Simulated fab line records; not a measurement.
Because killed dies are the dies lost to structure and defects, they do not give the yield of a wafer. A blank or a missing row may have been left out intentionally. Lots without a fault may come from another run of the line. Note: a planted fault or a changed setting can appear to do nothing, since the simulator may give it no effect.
fab line records -- flow sky130
record lots=10, wafers=30, last_day=50
route steps=708 shown METAL4@600 VIA4@651 METAL5@663 PAD_OPEN@708
lots untouched by any fault: they come from a run of this same line in which no faults occurred
start_h: start of the lot's first displayed wafer, in hours after the record's first day -- wait_h: hours since the lot's step before -- " as in the row above -- L1.1+2: a single row standing in for several wafers -- - no value, or no start given -- * or withheld: withheld -- < > ~ a bound
route shown NAME@n: a module of which the file shows steps, and the number in the route of the first -- usual: average and standard deviation across the fault-free wafers -- same: alike in all rows -- chamber/n: place in a boat -- sites: per-site readings -- _std_site: the values' standard deviation -- _edge_site: mean of outer sites minus mean of inner sites -- radius_mm: for every site, how far away it sits from the centre of the wafer -- mask NAME#n: copy n -- behind: the tool/chamber that last shaped the wafer -- hold: why the lot went on hold/how many hours it stayed there/how the hold came to an end -- device: whichever transistor did not switch (one of n, p or np) -- end of line: the tests these same wafers got at the end of their route -- where a step has no rows: the recipe by itself -- killed: the dies lost at the first sort to structure and to defects; this is not the yield of the wafer -- map: per-die view of a wafer (x killed, . not killed, _ where there is no die)
set.NAME: the setting that was run; set.NAME@STEP: the one run at that earlier step -- model.NAME: the simulator's own value behind a step, which no gauge read
the route's steps for a sample of lots (tables are steps, rows are wafers)
services: the hour from which a tool's chamber was out of use, counted from the record's first day as start_h (under 0 if before that day), plus the number of hours and why
## steps
# step SKY_METAL4_SPUTTER_02
# recipe material=AlCu, target_thk_nm=735, power_w=10600, time_s=39.1, chamber_pressure_pa=0.4
# usual cathode_dc_power_W=10600/2, chamber_pressure_pa=0.4000/0.00094, throttle_valve_pct=29.5/0.86
lot.wafer,tool,chamber,start_h,wait_h,cathode_dc_power_W,chamber_pressure_pa,throttle_valve_pct
L862.1,pvd_sputter-03,-,922.83,0.0,10601,0.4000,28.6
L862.4,pvd_sputter-03,-,922.83,0.0,10598,0.4003,28.8
L862.5,pvd_sputter-03,-,922.83,0.0,10600,0.3993,28.8
L863.1,pvd_sputter-03,-,928.47,0.0,10600,0.3996,28.9
L863.4,pvd_sputter-03,-,928.47,0.0,10602,0.4001,29.2
L863.5,pvd_sputter-03,-,928.47,0.0,10598,0.4000,29.7
L865.1,pvd_sputter-01,-,950.43,0.0,10601,0.4004,28.4
L865.2,pvd_sputter-01,-,950.43,0.0,10602,0.4014,29.6
L865.3,pvd_sputter-01,-,950.43,0.0,10599,0.3991,32.1
L866.2,pvd_sputter-03,-,958.18,0.0,10602,0.4015,29.7
L866.5,pvd_sputter-03,-,958.18,0.0,10600,0.4002,28.9
L866.6,pvd_sputter-03,-,958.18,0.0,10603,0.4006,29.4
L867.1,pvd_sputter-01,-,959.42,0.0,10605,0.4000,32.1
L867.3,pvd_sputter-01,-,959.42,0.0,10600,0.3995,29.7
L867.6,pvd_sputter-01,-,959.42,0.0,10598,0.4003,32.3
L877.1,pvd_sputter-04,-,1030.35,0.0,10601,0.4006,30.0
L877.2,pvd_sputter-04,-,1030.35,0.0,10603,0.3995,29.4
L877.3,pvd_sputter-04,-,1030.35,0.0,10603,0.3998,28.9
L878.1,pvd_sputter-03,-,1039.94,0.0,10599,0.3989,29.1
L878.4,pvd_sputter-03,-,1039.94,0.0,10603,0.4003,29.3
L878.5,pvd_sputter-03,-,1039.94,0.0,10601,0.3994,28.5
L881.2,pvd_sputter-01,-,1055.82,0.0,10601,0.3999,29.9
L881.3,pvd_sputter-01,-,1055.82,0.0,10604,0.3995,32.1
L881.6,pvd_sputter-01,-,1055.82,0.0,10601,0.3998,29.5
L884.2,pvd_sputter-03,-,1074.82,0.0,10602,0.3988,29.9
L884.3,pvd_sputter-03,-,1074.82,0.0,10599,0.3984,28.8
L884.4,pvd_sputter-03,-,1074.82,0.0,10602,0.3991,29.4
L885.1,pvd_sputter-04,-,1076.20,0.0,10601,0.3998,28.9
L885.3,pvd_sputter-04,-,1076.20,0.0,10599,0.3995,29.1
L885.4,pvd_sputter-04,-,1076.20,0.0,10599,0.4008,30.6
# step SKY_VIA4_ETCH_12
# recipe target=SiO2, chemistry=C4F8/O2/Ar, stop_on=TiN, mask_material=NOVOLAK, source_w=1500, bias_w=1200, pressure_mtorr=40, c4f8_flow_sccm=withheld, O2_flow_sccm=6, Ar_flow_sccm=300, time_s=withheld, target_depth_a=5800
# usual oes_product_au=0.926/0.0046
lot.wafer,tool,chamber,start_h,wait_h,oes_product_au
L862.1,rie_diel-02,3,997.83,0.0,0.924
L862.4,rie_diel-02,2,997.83,0.0,0.914
L862.5,rie_diel-02,3,997.83,0.0,0.928
L863.1,rie_diel-01,0,1003.48,0.0,0.933
L863.4,rie_diel-01,2,1003.48,0.0,0.921
L863.5,rie_diel-01,2,1003.48,0.0,0.919
L865.1,rie_diel-02,1,1024.88,0.0,0.918
L865.2,rie_diel-02,0,1024.88,0.0,0.932
L865.3,rie_diel-02,3,1024.88,0.0,0.921
L866.2,rie_diel-04,3,1032.04,0.0,0.930
L866.5,rie_diel-04,3,1032.04,0.0,0.923
L866.6,rie_diel-04,0,1032.04,0.0,0.928
L867.1,rie_diel-01,2,1032.50,0.0,0.923
L867.3,rie_diel-01,1,1032.50,0.0,0.926
L867.6,rie_diel-01,2,1032.50,0.0,0.929
L877.1,rie_diel-04,1,1096.90,0.0,0.928
L877.2,rie_diel-04,0,1096.90,0.0,0.927
L877.3,rie_diel-04,3,1096.90,0.0,0.914
L878.1,rie_diel-01,1,1105.63,0.0,0.926
L878.4,rie_diel-01,2,1105.63,0.0,0.927
L878.5,rie_diel-01,2,1105.63,0.0,0.923
L881.2,rie_diel-01,1,1119.40,0.0,0.920
L881.3,rie_diel-01,2,1119.40,0.0,0.927
L881.6,rie_diel-01,2,1119.40,0.0,0.925
L884.2,rie_diel-04,1,1136.78,0.0,0.922
L884.3,rie_diel-04,0,1136.78,0.0,0.921
L884.4,rie_diel-04,1,1136.78,0.0,0.926
L885.1,rie_diel-01,2,1139.08,0.0,0.929
L885.3,rie_diel-01,1,1139.08,0.0,0.920
L885.4,rie_diel-01,2,1139.08,0.0,0.921
# step SKY_METAL5_SPUTTER_02
# recipe material=AlCu, target_thk_nm=1150, power_w=10600, time_s=61.2, chamber_pressure_pa=0.4
# usual cathode_dc_power_W=10600/2.1, chamber_pressure_pa=0.3999/0.00083, throttle_valve_pct=29.9/0.96
lot.wafer,tool,chamber,start_h,wait_h,cathode_dc_power_W,chamber_pressure_pa,throttle_valve_pct
L862.1,pvd_sputter-04,-,999.28,0.0,10601,0.4009,30.4
L862.4,pvd_sputter-04,-,999.28,0.0,10603,0.4000,29.1
L862.5,pvd_sputter-04,-,999.28,0.0,10599,0.3998,30.4
L863.1,pvd_sputter-01,-,1004.93,0.0,10599,0.4005,32.3
L863.4,pvd_sputter-01,-,1004.93,0.0,10601,0.3992,28.6
L863.5,pvd_sputter-01,-,1004.93,0.0,10597,0.3998,29.8
L865.1,pvd_sputter-01,-,1026.64,0.0,10600,0.4001,29.9
L865.2,pvd_sputter-01,-,1026.64,0.0,10603,0.3994,32.4
L865.3,pvd_sputter-01,-,1026.64,0.0,10598,0.3999,28.4
L866.2,pvd_sputter-01,-,1033.51,0.0,10603,0.4010,32.3
L866.5,pvd_sputter-01,-,1033.51,0.0,10601,0.4011,29.7
L866.6,pvd_sputter-01,-,1033.51,0.0,10603,0.3992,28.6
L867.1,pvd_sputter-04,-,1033.97,0.0,10602,0.4002,30.1
L867.3,pvd_sputter-04,-,1033.97,0.0,10600,0.4016,29.1
L867.6,pvd_sputter-04,-,1033.97,0.0,10595,0.4001,30.6
L877.1,pvd_sputter-04,-,1098.31,0.0,10606,0.4009,29.9
L877.2,pvd_sputter-04,-,1098.31,0.0,10600,0.3998,30.5
L877.3,pvd_sputter-04,-,1098.31,0.0,10598,0.3985,29.3
L878.1,pvd_sputter-01,-,1107.09,0.0,10599,0.4001,28.6
L878.4,pvd_sputter-01,-,1107.09,0.0,10603,0.4005,29.9
L878.5,pvd_sputter-01,-,1107.09,0.0,10601,0.4019,29.7
L881.2,pvd_sputter-01,-,1121.83,0.0,10598,0.4005,32.1
L881.3,pvd_sputter-01,-,1121.83,0.0,10603,0.4000,29.2
L881.6,pvd_sputter-01,-,1121.83,0.0,10598,0.4004,28.3
L884.2,pvd_sputter-04,-,1138.34,0.0,10600,0.4003,30.3
L884.3,pvd_sputter-04,-,1138.34,0.0,10601,0.3992,29.3
L884.4,pvd_sputter-04,-,1138.34,0.0,10599,0.3998,29.4
L885.1,pvd_sputter-01,-,1140.50,0.0,10600,0.3992,29.7
L885.3,pvd_sputter-01,-,1140.50,0.0,10602,0.3998,32.3
L885.4,pvd_sputter-01,-,1140.50,0.0,10600,0.3998,28.5
# step SKY_METAL5_SPUTTER_04
# recipe material=TiN, target_thk_nm=70, power_w=6500, time_s=58.3, chamber_pressure_pa=0.4
# usual cathode_dc_power_W=6499.9/1.1, chamber_pressure_pa=0.4000/0.0008, throttle_valve_pct=29.9/0.96
lot.wafer,tool,chamber,start_h,wait_h,cathode_dc_power_W,chamber_pressure_pa,throttle_valve_pct
L862.1,pvd_sputter-04,-,999.35,0.0,6498.5,0.4001,30.3
L862.4,pvd_sputter-04,-,999.35,0.0,6500.6,0.3996,28.9
L862.5,pvd_sputter-04,-,999.35,0.0,6499.1,0.3999,30.5
L863.1,pvd_sputter-01,-,1005.00,0.0,6501.3,0.4003,32.2
L863.4,pvd_sputter-01,-,1005.00,0.0,6499.7,0.4006,28.5
L863.5,pvd_sputter-01,-,1005.00,0.0,6500.1,0.4003,29.8
L865.1,pvd_sputter-01,-,1026.71,0.0,-,-,-
L865.2,pvd_sputter-01,-,1026.71,0.0,-,-,-
L865.3,pvd_sputter-01,-,1026.71,0.0,-,-,-
L866.2,pvd_sputter-01,-,1033.58,0.0,-,-,-
L866.5,pvd_sputter-01,-,1033.58,0.0,-,-,-
L866.6,pvd_sputter-01,-,1033.58,0.0,-,-,-
L867.1,pvd_sputter-04,-,1034.04,0.0,-,-,-
L867.3,pvd_sputter-04,-,1034.04,0.0,-,-,-
L867.6,pvd_sputter-04,-,1034.04,0.0,-,-,-
L877.1,pvd_sputter-04,-,1098.38,0.0,6501.3,0.4008,29.8
L877.2,pvd_sputter-04,-,1098.38,0.0,6500.0,0.4000,30.6
L877.3,pvd_sputter-04,-,1098.38,0.0,6502.3,0.3996,29.6
L878.1,pvd_sputter-01,-,1107.16,0.0,6499.6,0.4003,28.8
L878.4,pvd_sputter-01,-,1107.16,0.0,6499.1,0.3988,29.6
L878.5,pvd_sputter-01,-,1107.16,0.0,6497.2,0.3994,29.6
L881.2,pvd_sputter-01,-,1121.89,0.0,6499.6,0.3994,32.2
L881.3,pvd_sputter-01,-,1121.89,0.0,6500.5,0.3999,29.6
L881.6,pvd_sputter-01,-,1121.89,0.0,6499.3,0.3996,28.6
L884.2,pvd_sputter-04,-,1138.41,0.0,6500.5,0.4003,30.5
L884.3,pvd_sputter-04,-,1138.41,0.0,6498.6,0.3988,29.2
L884.4,pvd_sputter-04,-,1138.41,0.0,6498.5,0.3989,29.2
L885.1,pvd_sputter-01,-,1140.57,0.0,6500.2,0.4023,29.7
L885.3,pvd_sputter-01,-,1140.57,0.0,6498.9,0.4005,32.3
L885.4,pvd_sputter-01,-,1140.57,0.0,6499.3,0.3984,28.4
# step SKY_METAL5_THK_MEAS_06
# recipe thk_meas_gauge=xrf, reads=AlCu_of_METAL5_SPUTTER_02
# usual METAL5_ALCU_THK=1148/12
lot.wafer,tool,chamber,start_h,wait_h,METAL5_ALCU_THK[nm]
L862.1,film_metro-02,-,999.52,0.1,1158
L862.4,film_metro-02,-,999.52,0.1,1148
L862.5,film_metro-02,-,999.52,0.1,1156
L863.1,film_metro-02,-,1005.17,0.1,1155
L863.4,film_metro-02,-,1005.17,0.1,1146
L863.5,film_metro-02,-,1005.17,0.1,1151
L865.1,film_metro-03,-,1026.88,0.1,1351
L865.2,film_metro-03,-,1026.88,0.1,1374
L865.3,film_metro-03,-,1026.88,0.1,1348
L866.2,film_metro-01,-,1033.76,0.1,1383
L866.5,film_metro-01,-,1033.76,0.1,1375
L866.6,film_metro-01,-,1033.76,0.1,1364
L867.1,film_metro-01,-,1034.21,0.1,1332
L867.3,film_metro-01,-,1034.21,0.1,1332
L867.6,film_metro-01,-,1034.21,0.1,1351
L877.1,film_metro-02,-,1098.54,0.1,1137
L877.2,film_metro-02,-,1098.54,0.1,1136
L877.3,film_metro-02,-,1098.54,0.1,1136
L878.1,film_metro-01,-,1107.33,0.1,1156
L878.4,film_metro-01,-,1107.33,0.1,1151
L878.5,film_metro-01,-,1107.33,0.1,1156
L881.2,film_metro-02,-,1122.07,0.1,1158
L881.3,film_metro-02,-,1122.07,0.1,1154
L881.6,film_metro-02,-,1122.07,0.1,1140
L884.2,film_metro-02,-,1138.59,0.1,1132
L884.3,film_metro-02,-,1138.59,0.1,1139
L884.4,film_metro-02,-,1138.59,0.1,1141
L885.1,film_metro-02,-,1140.74,0.1,1147
L885.3,film_metro-02,-,1140.74,0.1,1167
L885.4,film_metro-02,-,1140.74,0.1,1149
# step SKY_METAL5_METAL_ETCH_15
# recipe target_depth_a=12600, stop_on=SiO2, over_etch_frac=0.2, time_s=252, chemistry=Cl2/BCl3, resist_sidewall_deg=86, pressure_mtorr=10, icp_w=900, bias_w=48.5, Cl2_flow_sccm=60, bcl3_flow_sccm=30
# usual drypump_motor_current_A=5.8/0.52, oes_product_au=0.894/0.0054, throttle_valve_pct=22.264/0.009
lot.wafer,tool,chamber,start_h,wait_h,drypump_motor_current_A,oes_product_au,rf_hours_counter_h,throttle_valve_pct
L862.1,rie_metal-03,0,1022.65,0.0,5.5,0.904,18,22.265
L862.4,rie_metal-03,0,1022.65,0.0,5.5,0.894,-,22.268
L862.5,rie_metal-03,0,1022.65,0.0,5.5,0.893,-,22.263
L863.1,rie_metal-01,1,1028.25,0.0,5.3,0.896,20,22.276
L863.4,rie_metal-01,0,1028.25,0.0,4.9,0.893,-,22.262
L863.5,rie_metal-01,0,1028.25,0.0,4.9,0.900,-,22.266
L865.1,rie_metal-02,0,1048.75,0.0,6.2,0.865,20,22.279
L865.2,rie_metal-02,1,1048.75,0.0,5.8,0.879,15,22.262
L865.3,rie_metal-02,1,1048.75,0.0,5.7,0.872,-,22.252
L866.2,rie_metal-02,0,1055.55,0.0,6.2,0.872,21,22.270
L866.5,rie_metal-02,0,1055.55,0.0,6.2,0.871,-,22.266
L866.6,rie_metal-02,1,1055.55,0.0,5.8,0.868,-,22.250
L867.1,rie_metal-03,1,1056.15,0.0,6.4,0.859,16,22.262
L867.3,rie_metal-03,1,1056.15,0.0,6.4,0.870,-,22.243
L867.6,rie_metal-03,1,1056.15,0.0,6.4,0.861,-,22.268
L877.1,rie_metal-01,1,1118.75,0.0,5.3,0.899,3,22.270
L877.2,rie_metal-01,0,1118.75,0.0,4.9,0.884,24,22.259
L877.3,rie_metal-01,1,1118.75,0.0,5.3,0.878,-,22.278
L878.1,rie_metal-03,1,1126.23,0.1,6.4,0.902,23,22.273
L878.4,rie_metal-03,1,1126.23,0.1,6.4,0.902,-,22.276
L878.5,rie_metal-03,1,1126.23,0.1,6.4,0.892,-,22.255
L881.2,rie_metal-03,1,1140.08,0.0,6.4,0.894,24,22.237
L881.3,rie_metal-03,1,1140.08,0.0,6.4,0.894,-,22.277
L881.6,rie_metal-03,1,1140.08,0.0,6.5,0.885,-,22.280
L884.2,rie_metal-02,1,1156.60,0.0,5.8,0.891,23,22.254
L884.3,rie_metal-02,1,1156.60,0.0,5.7,0.894,-,22.255
L884.4,rie_metal-02,0,1156.60,0.0,6.2,0.905,-,22.267
L885.1,rie_metal-03,1,1158.30,0.0,6.4,0.892,26,22.264
L885.3,rie_metal-03,0,1158.30,0.0,5.5,0.892,-,22.274
L885.4,rie_metal-03,1,1158.30,0.0,6.4,0.892,-,22.254
# step SKY_PAD_OPEN_PROBE_99
# usual defect_limited_yield=82.6/1.9, killed_at_M0_to_M3=43/6.9, killed_at_M4_up=3.2/2, killed_at_contacts=25/5.1, killed_at_front_end=15/4.5, killed_at_other=0.2/0.51, killed_dies=85/9.5, killed_open=48/6.9, killed_short=38/6.7, sort_bin_3_pad_short=0.8/0.4, sort_bin_5_function=10.2/1.6, sort_bin_6_memory=6.4/1.1, sort_n_pass=407/9.5, sort_yield_pct=82.6/1.9
# same gross_dies=492, killed_at_back_side=0, sort_bin_4_leakage[%]=0, sort_bin_8_speed[%]=0
lot.wafer,tool,chamber,start_h,wait_h,defect_limited_yield[%],killed_at_M0_to_M3,killed_at_M4_up,killed_at_contacts,killed_at_front_end,killed_at_other,killed_dies,killed_open,killed_short,sort_bin_3_pad_short[%],sort_bin_5_function[%],sort_bin_6_memory[%],sort_n_pass,sort_yield_pct[%]
L867.1,prober-01,-,1101.39,0.1,82.1,45,3,28,12,0,88,63,25,0.2,10.2,7.5,404,82.1
# killed by level:class
L867.1 VIA1:geometric_particle:open=17 LI_CONTACT:geometric_particle:open=10 CONTACT:geometric_particle:open=10 VIA2:geometric_particle:open=9 VIA3:geometric_particle:open=7 POLY_GATE:geometric_particle:short=4 LOCAL_INTERCONNECT:geometric_particle:short=4 VIA1:geometric_particle:short=4
## services
tool,chamber,start_h,hours,kind
rie_diel-01,1,913.32,3.2,repair
rie_diel-01,2,913.47,8.1,repair
rie_metal-03,-,916.14,14.6,pm
rie_diel-01,3,919.15,2.7,repair
rie_diel-01,1,922.89,17.5,repair
rie_diel-01,3,928.37,6.5,repair
rie_diel-04,-,933.53,2.8,pm
rie_diel-04,-,937.51,0.9,repair
pvd_sputter-04,-,957.61,5.4,repair
pvd_sputter-04,-,1001.08,3.2,repair
rie_diel-04,2,1046.96,8.3,repair
rie_diel-01,3,1049.34,63.2,repair
pvd_sputter-03,-,1083.21,2.2,repair
rie_diel-01,0,1088.61,4.1,repair
pvd_sputter-03,-,1091.29,7.5,repair
rie_diel-01,0,1095.08,9.8,repair
pvd_sputter-01,-,1097.83,2.6,repair
rie_diel-01,0,1105.56,34.9,repair
pvd_sputter-03,-,1121.59,2.4,repair
rie_diel-04,2,1133.12,5.2,repair
rie_diel-04,2,1143.35,8.1,repair
rie_metal-02,1,1149.17,1.5,repair
rie_diel-01,0,1149.70,2.8,repair
rie_metal-03,0,1155.75,2.0,repair
## key
first_sign step=SKY_METAL5_SPUTTER_04, reading=tool_record, direction=missing
effect step=SKY_METAL5_THK_MEAS_06, reading=METAL5_ALCU_THK, direction=up, sigmas=17, usual=1148, struck=1357
effect step=SKY_METAL5_METAL_ETCH_15, reading=oes_product_au, direction=down, sigmas=4.7, usual=0.894, struck=0.869
met_at SKY_METAL5_SPUTTER_04
struck_lots L865,L866,L867
not_acting_at SKY_METAL4_SPUTTER_02,SKY_VIA4_ETCH_12,SKY_METAL5_SPUTTER_02
onset_between 1005.00 1026.71
fault kind=skipped_step_whole, tool=pvd_sputter-01,pvd_sputter-04, chamber=-, onset_h=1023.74, steps=SKY_METAL5_SPUTTER_04, scope=struck_lots_only
